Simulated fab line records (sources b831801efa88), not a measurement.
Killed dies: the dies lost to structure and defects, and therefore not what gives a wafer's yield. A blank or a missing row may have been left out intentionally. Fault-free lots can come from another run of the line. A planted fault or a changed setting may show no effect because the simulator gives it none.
Which tool was responsible? :: flow gf180mcu :: 36 wafers from 12 lots sampled at 3 of the route's 602 steps

## WHAT EACH GAUGE READ, for each wafer
GF_CONTACT_THK_MEAS_03.
lot: L625
measured: day 15 16:42
on: film-metro-03
CONTACT_CVD_02_THK (nm): 859 857 882

lot: L627
measured: day 16 07:04
on: film-metro-04
CONTACT_CVD_02_THK (nm): 868 870 854

lot: L629
measured: day 16 21:59
on: film-metro-03
CONTACT_CVD_02_THK (nm): 870 873 874

lot: L631
measured: day 17 22:50
on: film-metro-04
CONTACT_CVD_02_THK (nm): 847 860 866

lot: L632
measured: day 18 04:49
on: film-metro-03
CONTACT_CVD_02_THK (nm): 853 850 862

lot: L634
measured: day 19 01:11
on: film-metro-01
CONTACT_CVD_02_THK (nm): 837 859 855

lot: L635
measured: day 19 06:22
on: film-metro-03
CONTACT_CVD_02_THK (nm): 844 848 861

lot: L636
measured: day 19 15:20
on: film-metro-03
CONTACT_CVD_02_THK (nm): 851 855 860

lot: L637
measured: day 19 23:45
on: film-metro-01
CONTACT_CVD_02_THK (nm): 861 860 879

lot: L642
measured: day 21 15:54
on: film-metro-01
CONTACT_CVD_02_THK (nm): 852 868 857

lot: L643
measured: day 22 06:25
on: film-metro-04
CONTACT_CVD_02_THK (nm): 862 871 867

lot: L647
measured: day 23 07:49
on: film-metro-01
CONTACT_CVD_02_THK (nm): 862 856 870

## EACH LOT AND THE TOOL THAT RAN IT (in order: tool; ch and the chambers of the sampled wafers; start)
lot: L625
GF_SAB_ETCH_11: rie-diel-04 ch 1,2,3, day 15 15:40
GF_SALICIDE_SPUTTER_02: pvd-sputter-02, day 15 16:00

lot: L627
GF_SAB_ETCH_11: rie-diel-04 ch 0,1,3, day 16 06:00
GF_SALICIDE_SPUTTER_02: pvd-sputter-02, day 16 06:20

lot: L629
GF_SAB_ETCH_11: rie-diel-01 ch 0,1,3, day 16 20:57
GF_SALICIDE_SPUTTER_02: pvd-sputter-02, day 16 21:17

lot: L631
GF_SAB_ETCH_11: rie-diel-01 ch 0,2,3, day 17 21:46
GF_SALICIDE_SPUTTER_02: pvd-sputter-01, day 17 22:07

lot: L632
GF_SAB_ETCH_11: rie-diel-02 ch 0,1,2, day 18 03:46
GF_SALICIDE_SPUTTER_02: pvd-sputter-01, day 18 04:06

lot: L634
GF_SAB_ETCH_11: rie-diel-02 ch 1,2,3, day 19 00:09
GF_SALICIDE_SPUTTER_02: pvd-sputter-04, day 19 00:29

lot: L635
GF_SAB_ETCH_11: rie-diel-01 ch 0,1,2, day 19 05:19
GF_SALICIDE_SPUTTER_02: pvd-sputter-01, day 19 05:39

lot: L636
GF_SAB_ETCH_11: rie-diel-04 ch 0,2,3, day 19 14:18
GF_SALICIDE_SPUTTER_02: pvd-sputter-04, day 19 14:38

lot: L637
GF_SAB_ETCH_11: rie-diel-04 ch 0,2,3, day 19 22:43
GF_SALICIDE_SPUTTER_02: pvd-sputter-04, day 19 23:03

lot: L642
GF_SAB_ETCH_11: rie-diel-01 ch 0,1, day 21 14:51
GF_SALICIDE_SPUTTER_02: pvd-sputter-04, day 21 15:12

lot: L643
GF_SAB_ETCH_11: rie-diel-02 ch 0,1, day 22 05:21
GF_SALICIDE_SPUTTER_02: pvd-sputter-01, day 22 05:43

lot: L647
GF_SAB_ETCH_11: rie-diel-01 ch 1,2,3, day 23 06:38
GF_SALICIDE_SPUTTER_02: pvd-sputter-04, day 23 06:59
- GF_SAB_ETCH_11: etches SiO2 in C4F8/O2/Ar, target depth 55 nm, time 8.5 s.
- GF_SALICIDE_SPUTTER_02: material Co, target thk 10 nm, time 20 s.

## WHAT THE TOOLS THEMSELVES READ (means of the sampled wafers that have a number; where no wafer has one, the mark that the record gives instead)
GF_SAB_ETCH_11.
lot: L625
tool: rie-diel-04
chamber-pressure-mTorr (mTorr): 40.01
oes-product-au (a.u.): 1.002

lot: L627
tool: rie-diel-04
chamber-pressure-mTorr (mTorr): 40.01
oes-product-au (a.u.): 0.996

lot: L629
tool: rie-diel-01
chamber-pressure-mTorr (mTorr): 39.99
oes-product-au (a.u.): 0.999

lot: L631
tool: rie-diel-01
chamber-pressure-mTorr (mTorr): 39.99
oes-product-au (a.u.): 0.992

lot: L632
tool: rie-diel-02
chamber-pressure-mTorr (mTorr): 40.00
oes-product-au (a.u.): 1.005

lot: L634
tool: rie-diel-02
chamber-pressure-mTorr (mTorr): 40.02
oes-product-au (a.u.): 1.003

lot: L635
tool: rie-diel-01
chamber-pressure-mTorr (mTorr): 39.98
oes-product-au (a.u.): 1.001

lot: L636
tool: rie-diel-04
chamber-pressure-mTorr (mTorr): 39.99
oes-product-au (a.u.): 0.997

lot: L637
tool: rie-diel-04
chamber-pressure-mTorr (mTorr): 39.97
oes-product-au (a.u.): 0.998

lot: L642
tool: rie-diel-01
chamber-pressure-mTorr (mTorr): 40.00
oes-product-au (a.u.): 1.002

lot: L643
tool: rie-diel-02
chamber-pressure-mTorr (mTorr): 40.01
oes-product-au (a.u.): 1.006

lot: L647
tool: rie-diel-01
chamber-pressure-mTorr (mTorr): 40.02
oes-product-au (a.u.): 0.989

GF_SALICIDE_SPUTTER_02.
lot: L625
tool: pvd-sputter-02
throttle-valve-pct (%): 30.8

lot: L627
tool: pvd-sputter-02
throttle-valve-pct (%): 29.8

lot: L629
tool: pvd-sputter-02
throttle-valve-pct (%): 30.2

lot: L631
tool: pvd-sputter-01
throttle-valve-pct (%): 29.2

lot: L632
tool: pvd-sputter-01
throttle-valve-pct (%): 29.5

lot: L634
tool: pvd-sputter-04
throttle-valve-pct (%): 30.1

lot: L635
tool: pvd-sputter-01
throttle-valve-pct (%): 30.0

lot: L636
tool: pvd-sputter-04
throttle-valve-pct (%): 30.7

lot: L637
tool: pvd-sputter-04
throttle-valve-pct (%): 30.2

lot: L642
tool: pvd-sputter-04
throttle-valve-pct (%): 30.3

lot: L643
tool: pvd-sputter-01
throttle-valve-pct (%): 29.6

lot: L647
tool: pvd-sputter-04
throttle-valve-pct (%): 30.3

## THE ANSWER, worked out from the rows above alone
Rule: the lots themselves supply what counts as usual. Put in order of their means at a reading, lots are off if they are a third of the lots or fewer, leave a main group of 4 or more, and stand apart from it by a gap of 3 or more times the standard deviation of the main group's means; of several such gaps the widest counts. If all means in a main group match to the digits the tables above print for the reading, that group is not used. A lot without any number at a reading at which 4 lots or more have one is off too. Any other lot the step has rows for is counted as sound. After the gauges, taken in route order, come the tools' own readings; for these a lot's mean is taken, as printed above. The first step at which some lot is off is used, and at that step the reading that is off furthest; a lot without a number counts as furthest.
Across all readings shown, no lot is off: no conclusion can be drawn from this.

## WHAT THE SIMULATOR HAD PUT IN
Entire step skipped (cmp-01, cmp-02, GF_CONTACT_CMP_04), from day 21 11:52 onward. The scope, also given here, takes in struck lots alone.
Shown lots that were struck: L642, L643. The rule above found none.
